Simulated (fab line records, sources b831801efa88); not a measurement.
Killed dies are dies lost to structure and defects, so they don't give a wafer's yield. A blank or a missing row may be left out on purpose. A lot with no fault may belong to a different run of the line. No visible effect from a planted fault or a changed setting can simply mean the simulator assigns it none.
2 desks looking at one fault	flow gf180mcu	only its own numbers are on each desk; what lay behind them is given at the end

== METROLOGY DESK ==
What the gauges read, lot by lot, whatever tool the lot ran on: means of the sampled wafers that have a number. If a lot's mean is further than 4 standard deviations from the usual mean, the lot is out of limits and carries the mark OUT (the distance appears in the brackets).
Columns: A = HV_LDD_CVD_54_THK at GF_HV_LDD_THK_MEAS_55, usual 10.02 nm; B = cd nm at GF_PSD_CD_MEAS_07, usual 400.2 nm; C = PSD_TW at GF_PSD_TW_MEAS_11, usual 3149; D = PSD_RS at GF_PSD_RS_MEAS_15, usual 108.50 ohm/sq
lot	first seen here	A	B	C	D
L204	day 13 08:50	10.26	398.3	3163	108.28
L205	day 13 16:58	10.10	403.8	3164	108.96
L209	day 15 00:23	9.98	397.3	3151	108.81
L210	day 15 06:05	10.09	397.9	3137	108.72
L213	day 16 04:33	10.00	399.7	3038 (-6.9) OUT	114.68 (+22) OUT
L215	day 17 02:17	10.05	401.4	3048 (-6.3) OUT	114.59 (+22) OUT
L222	day 19 11:28	9.95	400.1	3156	108.39
L223	day 19 16:20	10.14	402.1	3160	108.60
L224	day 19 23:46	9.92	398.6	3126	108.50
L225	day 20 07:20	9.71	400.3	3129	108.77
L226	day 20 17:14	10.25	401.1	3133	108.61
This desk's finding: out of limits on L213, L215; first on L213, day 18 05:08 (PSD_TW at GF_PSD_TW_MEAS_11). L204, L205, L209, L210, L222, L223, L224, L225, L226 stayed within limits.

== TOOL OWNER'S DESK, implanter-04 ==
The tool's own readings at GF_PSD_IMPLANT_09: means of the sampled wafers that have a number, for each lot that ran on this tool. If a lot's mean is further than 4 standard deviations from the usual mean, the lot is out of limits and carries the mark OUT (the distance appears in the brackets).
Columns: A = beam energy keV at GF_PSD_IMPLANT_09, usual 40.002
lot	first seen here	A
L210	day 17 05:59	39.991
L213	day 18 04:55	35.487 (-99 or more) OUT
L215	day 19 04:54	35.482 (-99 or more) OUT
L222	day 21 14:49	39.999
L224	day 22 02:28	39.999
L225	day 22 10:11	40.007
This desk's verdict: out of limits on L213, L215, starting with L213 at day 18 04:55 (beam energy keV at GF_PSD_IMPLANT_09). L210, L222, L224, L225 stayed within limits.

== PUT TOGETHER ==
An alarm could have come from the tool owner's desk at day 18 04:55, on L213, L215.
L213, L215 would have let the metrology desk raise an alarm at day 18 05:08.
All the named lots went through GF_PSD_IMPLANT_09 on implanter-04.

== WHAT WAS PUT IN BY THE SIMULATOR ==
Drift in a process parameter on implanter-04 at GF_PSD_IMPLANT_09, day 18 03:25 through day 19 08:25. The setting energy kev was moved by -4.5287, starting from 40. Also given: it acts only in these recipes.
Lots struck among those shown: L213, L215.
Time in hours from fault onset to the first out-of-limits reading at each desk: tool owner's desk 2, metrology desk 2.
